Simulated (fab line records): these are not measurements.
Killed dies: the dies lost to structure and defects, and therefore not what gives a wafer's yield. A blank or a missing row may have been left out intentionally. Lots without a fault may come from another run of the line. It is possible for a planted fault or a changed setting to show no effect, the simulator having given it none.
Struck lot and sound lot, side by side    flow gf180mcu    16 out of 602 route steps
Sound: wafers L774.2, L774.3, L774.4. The struck wafers were L771.1, L771.3, L771.6. The cause comes at the end.
Order at every step that has rows: each side's tool, ch and its chambers, its first start. Under that, the readings that differ: sound wafers    struck wafers    difference of the means    sigmas: that difference in standard deviations of wafers without a fault.
alike: words and numbers the same on both sides, and readings whose means are apart by under 2 such deviations; not compared: readings that were withheld, readings missing a value for some wafer, numbers with overlapping values and no deviation given by the record, and bounds like >300 which may hide the same value.
A row with sigmas, a row that says differs or no value, or rows on one side alone: a step with any of these is where the two part. Numbers that have no deviation but don't overlap get no sigmas and don't part them. A reading missing from all wafers of one side parts the sides only when that side holds two or more wafers.

GF_POLY_GATE_THK_MEAS_01:
  sound on filmMetro-01 at day 13 12:18; struck on filmMetro-01 at day 12 16:23
  alike: POLY_GATE_CVD_00_THK
then, 8 steps without rows for these wafers: GF_POLY_GATE_DEHYDRATE_02 (time 60 s); GF_POLY_GATE_HMDS_03 (prime time 60 s); GF_POLY_GATE_COAT_04; GF_POLY_GATE_COAT_05 (resist thk 700 nm); GF_POLY_GATE_SOFTBAKE_06 (time 60 s); GF_POLY_GATE_EXPOSE_07 (exposes mask Poly2, target cd 280 nm); GF_POLY_GATE_PEB_08 (peb time 90 s); GF_POLY_GATE_DEVELOP_09 (develop time 60 s).
GF_POLY_GATE_CD_MEAS_10 targets a cd of 280 nm.
  sound on cdSem-01 at day 14 09:05; struck on cdSem-02 at day 13 12:13
  alike: cdNm
GF_POLY_GATE_OVL_MEAS_11:
  sound on overlay-02 at day 14 09:12; struck on overlay-01 at day 13 12:20
  alike: POLY_GATE_OVL
GF_POLY_GATE_ETCH_12: etches BARC in N2/H2.
  sound on rieDiel-01 ch 0,1,3, day 14 09:14; struck on rieDiel-04 ch 0,1,2, day 13 12:23
  alike: biasW, chamberPressureMTorr, drypumpMotorCurrentA, oesProductAu, rfFwdPowerW, throttleValvePct
GF_POLY_GATE_ETCH_13: etches poly-Si in HBr/Cl2, stops on SiO2, target depth 198.5 nm, time 69.6 s.
  sound on rieSi-02 ch 0,1,3, day 14 09:17; struck on rieSi-01 ch 0,2,3, day 13 12:26
  no value came back on the struck wafers for any of 9 readings (HBr_flow_sccm (sccm), biasW (W) and others); on the sound wafers HBr_flow_sccm (sccm) reads 150.2 150.1 149.6
GF_POLY_GATE_STRIP_14: strips in O2/N2.
  sound on plasmaAsher-01 ch 0,1, day 14 09:20; struck on plasmaAsher-01 ch 0,1, day 13 12:29
reading              sound              struck             difference  sigmas
oesProductAu (a.u.)  0.504 0.505 0.501  0.547 0.546 0.540  +0.041      +9
  alike: chamberPressureMTorr, drypumpMotorCurrentA, heaterPowerW
  not compared: rfHoursCounterH
then, 1 step without rows for these wafers: GF_POLY_GATE_CLEAN_15 (cleans in SC1/SC2, time 150 s).
-- record jumps: 20 days separate the struck wafers' starts on either side; left off in module POLY_GATE, taken up again in module PASSIVATION, whose first shown step is the route's number 602 --
GF_PASSIVATION_PROBE_99:
  rows exist in the record for the struck wafers here (prober-02, day 33 07:55), but not for the sound ones

== WHERE THEY PART ==
Earliest at GF_POLY_GATE_ETCH_13; latest, in this record, at GF_PASSIVATION_PROBE_99.

WHY: what the simulator had put in
Entire step skipped (rieSi-01, GF_POLY_GATE_ETCH_13), from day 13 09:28 onward. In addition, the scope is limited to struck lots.
